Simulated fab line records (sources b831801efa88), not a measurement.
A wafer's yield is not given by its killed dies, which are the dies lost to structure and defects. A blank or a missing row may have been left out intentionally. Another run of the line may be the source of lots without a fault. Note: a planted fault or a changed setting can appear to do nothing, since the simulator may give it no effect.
A single fault, viewed from 2 desks :: flow sky130 :: only its own numbers are on each desk; what lay behind them is given at the end

== TOOL OWNER'S DESK, implanter-01 ==
SKY_VT_ADJUST_HVTR_IMPLANT_09, tool's own readings: per-lot mean of the sampled wafers with a number, covering each lot this tool ran. Marked OUT: a lot whose mean sits more than 4 standard deviations from the usual mean, which makes it out of limits; the brackets give that distance.
Columns: A = dose-ions-cm2 at SKY_VT_ADJUST_HVTR_IMPLANT_09, usual 2.1002e+12; B = end-station-pressure-torr at SKY_VT_ADJUST_HVTR_IMPLANT_09, usual 5.04e-06 Torr; C = faraday-current-uA at SKY_VT_ADJUST_HVTR_IMPLANT_09, usual 11.86
lot: L403
first seen here: day 9 18:48
A: 2.0987e+12
B: 5.38e-06
C: 11.72

lot: L404
first seen here: day 10 03:41
A: 2.0997e+12
B: 4.93e-06
C: 11.75

lot: L407
first seen here: day 11 02:08
A: 2.1000e+12
B: 4.84e-06
C: 12.08

lot: L411
first seen here: day 12 05:44
A: 2.1002e+12
B: 5.12e-06
C: 11.70

lot: L421
first seen here: day 15 09:55
A: 5.1247e+11 (-99 or more) OUT
B: 5.04e-06
C: 2.90 (-39) OUT

lot: L423
first seen here: day 16 05:55
A: 5.1407e+11 (-99 or more) OUT
B: 5.09e-06
C: 2.91 (-39) OUT
Finding of this desk: L421, L423 out of limits; the first was L421 at day 15 09:55, on dose-ions-cm2 at SKY_VT_ADJUST_HVTR_IMPLANT_09. In limits: L403, L404, L407, L411.

== FROM THE METROLOGY DESK ==
What the gauges read, lot by lot, whatever tool the lot ran on: means of the sampled wafers that have a number. Marked OUT: a lot whose mean sits more than 4 standard deviations from the usual mean, which makes it out of limits; the brackets give that distance.
Columns: A = PWDE_OVL at SKY_PWDE_OVL_MEAS_07, usual 1.2 nm; B = VT_ADJUST_HVTR_TW at SKY_VT_ADJUST_HVTR_TW_MEAS_11, usual 209.7; C = SONOS_TUNNEL_TW at SKY_SONOS_TUNNEL_TW_MEAS_12, usual 196.4
lot: L403
first seen here: day 4 02:41
A: -0.4
B: 209.0
C: 196.5

lot: L404
first seen here: day 4 08:59
A: 1.5
B: 209.9
C: 195.4

lot: L406
first seen here: day 4 17:08
A: -0.5
B: 210.9
C: 197.2

lot: L407
first seen here: day 5 01:01
A: 1.3
B: 210.4
C: 196.2

lot: L408
first seen here: day 5 05:35
A: 1.1
B: 208.9
C: 196.4

lot: L409
first seen here: day 5 11:53
A: 1.6
B: 209.5
C: 195.6

lot: L411
first seen here: day 5 22:02
A: 1.9
B: 210.5
C: 195.1

lot: L415
first seen here: day 6 20:07
A: 2.9
B: 211.4
C: 196.2

lot: L420
first seen here: day 8 07:53
A: 1.4
B: 209.1
C: 196.8

lot: L421
first seen here: day 8 08:37
A: 1.2
B: 142.3 (-69) OUT
C: 196.9

lot: L423
first seen here: day 9 00:59
A: 0.3
B: 143.8 (-67) OUT
C: 197.1

lot: L424
first seen here: day 9 02:47
A: 0.2
B: 209.6
C: 195.6
This desk's finding: out of limits on L421, L423; first on L421, day 15 10:10 (VT_ADJUST_HVTR_TW at SKY_VT_ADJUST_HVTR_TW_MEAS_11). In limits: L403, L404, L406, L407, L408, L409, L411, L415, L420, L424.

== PUT TOGETHER ==
The tool owner's desk could have raised an alarm at day 15 09:55, on L421, L423.
At day 15 10:10 the metrology desk could have sounded an alarm, on L421, L423.
All the named lots went through SKY_VT_ADJUST_HVTR_IMPLANT_09 on implanter-01.

== WHAT WAS PUT IN BY THE SIMULATOR ==
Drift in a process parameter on implanter-01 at SKY_VT_ADJUST_HVTR_IMPLANT_09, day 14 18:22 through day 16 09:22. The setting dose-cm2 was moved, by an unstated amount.
Struck lots among those shown: L421, L423.
Fault start to first reading out of limits, in hours, per desk: tool owner, 16; metrology, 16.
